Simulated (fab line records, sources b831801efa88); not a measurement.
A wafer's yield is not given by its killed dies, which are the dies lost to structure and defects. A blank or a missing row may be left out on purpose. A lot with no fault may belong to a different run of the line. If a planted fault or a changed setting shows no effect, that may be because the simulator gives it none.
Which tool was responsible? -- flow gf180mcu -- 42 wafers from 14 lots sampled at 2 of the route's 602 steps

WHAT THE GAUGES READ, wafer by wafer
GF_V3_THK_MEAS_01.
lot,measured,on,V3_CVD_00_THK (nm)
L316,day 21 21:52,film-metro-02,591 605 594
L317,day 22 05:31,film-metro-01,610 607 604
L318,day 22 11:47,film-metro-04,613 604 606
L320,day 23 06:37,film-metro-04,600 596 590
L321,day 23 15:23,film-metro-04,604 589 595
L322,day 24 01:23,film-metro-04,605 607 601
L323,day 24 10:10,film-metro-04,602 594 594
L324,day 24 17:32,film-metro-04,604 598 596
L326,day 25 10:13,film-metro-04,511 510 507
L327,day 25 15:07,film-metro-02,511 511 503
L335,day 27 23:55,film-metro-04,592 589 591
L336,day 28 11:31,film-metro-01,596 604 596
L337,day 28 20:17,film-metro-01,605 595 599
L338,day 29 00:51,film-metro-01,598 604 593

WHAT TOOL EACH LOT RAN ON (gives the tool, then ch and the chambers of the sampled wafers, and finally the start)
lot,GF_V3_CVD_00
L316,"hdpcvd-02 ch 0,1, day 21 21:47"
L317,"hdpcvd-01 ch 0,1,2, day 22 05:26"
L318,"hdpcvd-01 ch 0,1,2, day 22 11:43"
L320,"hdpcvd-02 ch 0,1, day 23 06:32"
L321,"hdpcvd-02 ch 0,1,2, day 23 15:18"
L322,"hdpcvd-02 ch 0,1,2, day 24 01:18"
L323,"hdpcvd-02 ch 0,2, day 24 10:05"
L324,"hdpcvd-01 ch 0,1,2, day 24 17:28"
L326,"hdpcvd-02 ch 1,2, day 25 10:07"
L327,"hdpcvd-02 ch 0,1,2, day 25 15:03"
L335,"hdpcvd-02 ch 0,1, day 27 23:50"
L336,"hdpcvd-02 ch 0,2, day 28 11:25"
L337,"hdpcvd-01 ch 0,2, day 28 20:11"
L338,"hdpcvd-02 ch 0,2, day 29 00:47"
- GF_V3_CVD_00: deposits SiO2, target thk 600 nm, time 100 s.

WHAT THE TOOLS THEMSELVES READ (means of the sampled wafers that have a number; where no wafer has one, the mark that the record gives instead)
GF_V3_CVD_00.
lot,tool,pressure-mtorr (mTorr),sih4-flow-sccm (sccm)
L316,hdpcvd-02,6.010,60.08
L317,hdpcvd-01,5.989,59.99
L318,hdpcvd-01,5.995,60.07
L320,hdpcvd-02,6.004,60.12
L321,hdpcvd-02,6.003,60.13
L322,hdpcvd-02,5.994,60.08
L323,hdpcvd-02,5.993,59.91
L324,hdpcvd-01,5.989,60.17
L326,hdpcvd-02,6.002,51.01
L327,hdpcvd-02,6.005,51.06
L335,hdpcvd-02,6.004,60.10
L336,hdpcvd-02,5.993,60.06
L337,hdpcvd-01,5.996,60.07
L338,hdpcvd-02,5.998,60.08

THE ANSWER, worked out from the rows above alone
Rule: the lots themselves supply what counts as usual. Put in order of their means at a reading, lots are off if they are a third of the lots or fewer, leave a main group of 4 or more, and stand apart from it by a gap of 3 or more times the standard deviation of the main group's means; of several such gaps the widest counts. A main group is skipped when, at the precision printed for the reading in the tables above, its means are all equal. A lot without any number at a reading at which 4 lots or more have one is off too. All remaining lots with rows at the step are treated as sound. After the gauges, taken in route order, come the tools' own readings; for these a lot's mean is taken, as printed above. The first step at which some lot is off is used, and at that step the reading that is off furthest; a lot without a number counts as furthest.
Off: at GF_V3_THK_MEAS_01 (V3_CVD_00_THK), L326, L327. The main group has a mean of 599 nm with a standard deviation of 4.8.
If a tool, at a process step before that reading, ran all the lots that are off and no sound lot after the first of them, it fits. The gauges at GF_V3_THK_MEAS_01 aren't tried: what is off there is off at GF_V3_CVD_00 too, on other tools, and a gauge's error can't cause that. None of those tried fits.

WHAT WAS PUT IN BY THE SIMULATOR
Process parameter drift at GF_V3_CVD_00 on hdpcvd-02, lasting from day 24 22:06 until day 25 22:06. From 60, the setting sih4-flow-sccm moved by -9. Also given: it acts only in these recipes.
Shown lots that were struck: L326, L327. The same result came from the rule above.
